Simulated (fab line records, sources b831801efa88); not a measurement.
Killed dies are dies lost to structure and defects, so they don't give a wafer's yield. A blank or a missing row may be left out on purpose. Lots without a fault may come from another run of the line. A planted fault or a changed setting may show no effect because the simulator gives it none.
Which tool did it? | flow gf180mcu | 14 lots, 42 wafers sampled, at 4 steps of a route of 602

WHAT THE GAUGES READ, wafer by wafer
GF_M2_RS_MEAS_05: measures by four-point-probe. Usual: M2_ALCU_RS 0.0696 ohm/sq, standard deviation 0.00066.
lot  | measured     | on            | M2_ALCU_RS (ohm/sq)  | flag
L382 | day 18 20:30 | film_metro-03 | 0.0699 0.0703 0.0697 |
L383 | day 18 21:28 | film_metro-04 | 0.0691 0.0703 0.0690 |
L384 | day 19 09:40 | film_metro-01 | 0.0692 0.0697 0.0683 |
L385 | day 19 17:03 | film_metro-01 | 0.0706 0.0695 0.0697 |
L386 | day 19 23:02 | film_metro-03 | 0.0688 0.0682 0.0683 |
L387 | day 20 01:07 | film_metro-04 | 0.0698 0.0703 0.0700 |
L388 | day 20 14:22 | film_metro-03 | 0.0695 0.0700 0.0697 |
L389 | day 20 21:56 | film_metro-01 | 0.0700 0.0701 0.0701 |
L391 | day 22 06:09 | film_metro-04 | 0.0692 0.0698 0.0688 |
L393 | day 22 13:44 | film_metro-03 | 0.0691 0.0690 0.0695 |
L394 | day 22 23:06 | film_metro-04 | 0.0692 0.0691 0.0693 |
L401 | day 25 08:14 | film_metro-04 | 0.0699 0.0694 0.0692 |
L404 | day 26 00:25 | film_metro-01 | 0.0697 0.0703 0.0693 |
L405 | day 26 06:25 | film_metro-03 | 0.0687 0.0696 0.0694 |

WHICH TOOL RAN EACH LOT (tool, then ch and the chambers of the sampled wafers, then the start)
lot  | GF_SALICIDE_RTA_06               | GF_V1_SPUTTER_22             | GF_M2_SPUTTER_02
L382 | rtp_anneal-02 ch 0, day 15 17:09 | pvd_sputter-02, day 18 19:37 | pvd_sputter-03, day 18 20:22
L383 | rtp_anneal-01 ch 0, day 15 18:02 | pvd_sputter-04, day 18 20:37 | pvd_sputter-01, day 18 21:22
L384 | rtp_anneal-01 ch 0, day 16 05:32 | pvd_sputter-02, day 19 08:47 | pvd_sputter-03, day 19 09:33
L385 | rtp_anneal-01 ch 0, day 16 12:40 | pvd_sputter-02, day 19 16:11 | pvd_sputter-01, day 19 16:56
L386 | rtp_anneal-02 ch 0, day 16 18:08 | pvd_sputter-04, day 19 22:11 | pvd_sputter-03, day 19 22:56
L387 | rtp_anneal-02 ch 0, day 16 19:59 | pvd_sputter-04, day 20 00:02 | pvd_sputter-03, day 20 00:59
L388 | rtp_anneal-02 ch 0, day 17 08:26 | pvd_sputter-03, day 20 13:31 | pvd_sputter-04, day 20 14:17
L389 | rtp_anneal-02 ch 0, day 17 14:43 | pvd_sputter-03, day 20 21:04 | pvd_sputter-04, day 20 21:50
L391 | rtp_anneal-01 ch 0, day 18 23:32 | pvd_sputter-02, day 22 05:18 | pvd_sputter-04, day 22 06:04
L393 | rtp_anneal-01 ch 0, day 19 07:23 | pvd_sputter-04, day 22 12:53 | pvd_sputter-01, day 22 13:39
L394 | rtp_anneal-01 ch 0, day 19 17:13 | pvd_sputter-02, day 22 22:15 | pvd_sputter-03, day 22 23:01
L401 | rtp_anneal-02 ch 0, day 22 05:45 | pvd_sputter-03, day 25 07:21 | pvd_sputter-04, day 25 08:08
L404 | rtp_anneal-02 ch 0, day 23 00:43 | pvd_sputter-03, day 25 23:33 | pvd_sputter-04, day 26 00:19
L405 | rtp_anneal-01 ch 0, day 23 07:37 | pvd_sputter-03, day 26 05:28 | pvd_sputter-04, day 26 06:20
- GF_SALICIDE_RTA_06: time 30 s.
- GF_V1_SPUTTER_22: material TiN, target thk 10 nm, time 40 s.
- GF_M2_SPUTTER_02: material AlCu, target thk 450 nm, time 23.9 s.

WHAT THE TOOLS THEMSELVES READ (means of the sampled wafers that have a number; where no wafer has one, the mark that the record gives instead)
GF_SALICIDE_RTA_06. Usual: chamber_o2_ppm 2.002, standard deviation 0.022; lamp_power_pct 5.3 %, standard deviation 0.72; wafer_temp_C_max 532.8, standard deviation 0.63.
lot  | tool          | chamber_o2_ppm | lamp_power_pct (%) | wafer_temp_C_max | flag
L382 | rtp_anneal-02 | 2.033          | 6.1                | 533.6            |
L383 | rtp_anneal-01 | 1.987          | 4.6                | 532.8            |
L384 | rtp_anneal-01 | 1.976          | 4.6                | 532.4            |
L385 | rtp_anneal-01 | 2.008          | 4.6                | 532.4            |
L386 | rtp_anneal-02 | 2.012          | 6.1                | 533.0            |
L387 | rtp_anneal-02 | 2.037          | 6.1                | 533.7            |
L388 | rtp_anneal-02 | 2.002          | 6.1                | 533.4            |
L389 | rtp_anneal-02 | 2.009          | 6.1                | 533.2            |
L391 | rtp_anneal-01 | 2.001          | 4.6                | 533.0            |
L393 | rtp_anneal-01 | 1502.000       | 4.6                | 532.4            | OFF
L394 | rtp_anneal-01 | 1502.000       | 4.6                | 532.7            | OFF
L401 | rtp_anneal-02 | 1.963          | 6.1                | 533.1            |
L404 | rtp_anneal-02 | 1.985          | 6.1                | 532.6            |
L405 | rtp_anneal-01 | 2.010          | 4.6                | 532.0            |

GF_V1_SPUTTER_22. Usual: chamber_pressure_pa 5.000 Pa, standard deviation 0.0096; throttle_valve_pct 30.8 %, standard deviation 0.65.
lot  | tool           | chamber_pressure_pa (Pa) | throttle_valve_pct (%) | flag
L382 | pvd_sputter-02 | 5.000                    | 30.7                   |
L383 | pvd_sputter-04 | 5.004                    | 31.2                   |
L384 | pvd_sputter-02 | 5.003                    | 30.9                   |
L385 | pvd_sputter-02 | 5.001                    | 30.5                   |
L386 | pvd_sputter-04 | 5.001                    | 31.0                   |
L387 | pvd_sputter-04 | 5.002                    | 31.0                   |
L388 | pvd_sputter-03 | 4.992                    | 31.5                   |
L389 | pvd_sputter-03 | 4.999                    | 30.4                   |
L391 | pvd_sputter-02 | 4.996                    | 30.6                   |
L393 | pvd_sputter-04 | 5.005                    | 31.0                   |
L394 | pvd_sputter-02 | 5.006                    | 30.3                   |
L401 | pvd_sputter-03 | 4.997                    | 30.9                   |
L404 | pvd_sputter-03 | 5.006                    | 30.9                   |
L405 | pvd_sputter-03 | 5.005                    | 30.3                   |

GF_M2_SPUTTER_02. Usual: chamber_pressure_pa 0.4001 Pa, standard deviation 0.00075; throttle_valve_pct 30.5 %, standard deviation 0.76.
lot  | tool           | chamber_pressure_pa (Pa) | throttle_valve_pct (%) | flag
L382 | pvd_sputter-03 | 0.4001                   | 30.8                   |
L383 | pvd_sputter-01 | 0.4011                   | 29.6                   |
L384 | pvd_sputter-03 | 0.3998                   | 30.4                   |
L385 | pvd_sputter-01 | 0.4002                   | 29.4                   |
L386 | pvd_sputter-03 | 0.4007                   | 30.9                   |
L387 | pvd_sputter-03 | 0.3996                   | 30.5                   |
L388 | pvd_sputter-04 | 0.4002                   | 31.1                   |
L389 | pvd_sputter-04 | 0.4003                   | 31.1                   |
L391 | pvd_sputter-04 | 0.3998                   | 31.1                   |
L393 | pvd_sputter-01 | 0.4002                   | 29.3                   |
L394 | pvd_sputter-03 | 0.3993                   | 31.1                   |
L401 | pvd_sputter-04 | 0.4001                   | 31.0                   |
L404 | pvd_sputter-04 | 0.3999                   | 30.8                   |
L405 | pvd_sputter-04 | 0.4002                   | 30.9                   |

THE ANSWER, worked out from the rows above alone
Rule: a lot is off if the mean of its wafers that have a number lies more than 3 standard deviations from the usual mean. A lot without any number at a reading at which 4 lots or more have one is off too. The other lots that the step has rows for count as sound. The gauges are gone through in route order, then the tools' own readings, and for those a lot's mean is taken as printed above. The first step at which some lot is off is used, and at that step the reading that is off furthest; a lot without a number counts as furthest.
Off: L393, L394, at GF_SALICIDE_RTA_06 (chamber_o2_ppm).
A tool fits if, at that step or a process step before it, it ran every lot that is off, and no sound lot after the first of them. None of those tried fits.

WHAT THE SIMULATOR HAD PUT IN
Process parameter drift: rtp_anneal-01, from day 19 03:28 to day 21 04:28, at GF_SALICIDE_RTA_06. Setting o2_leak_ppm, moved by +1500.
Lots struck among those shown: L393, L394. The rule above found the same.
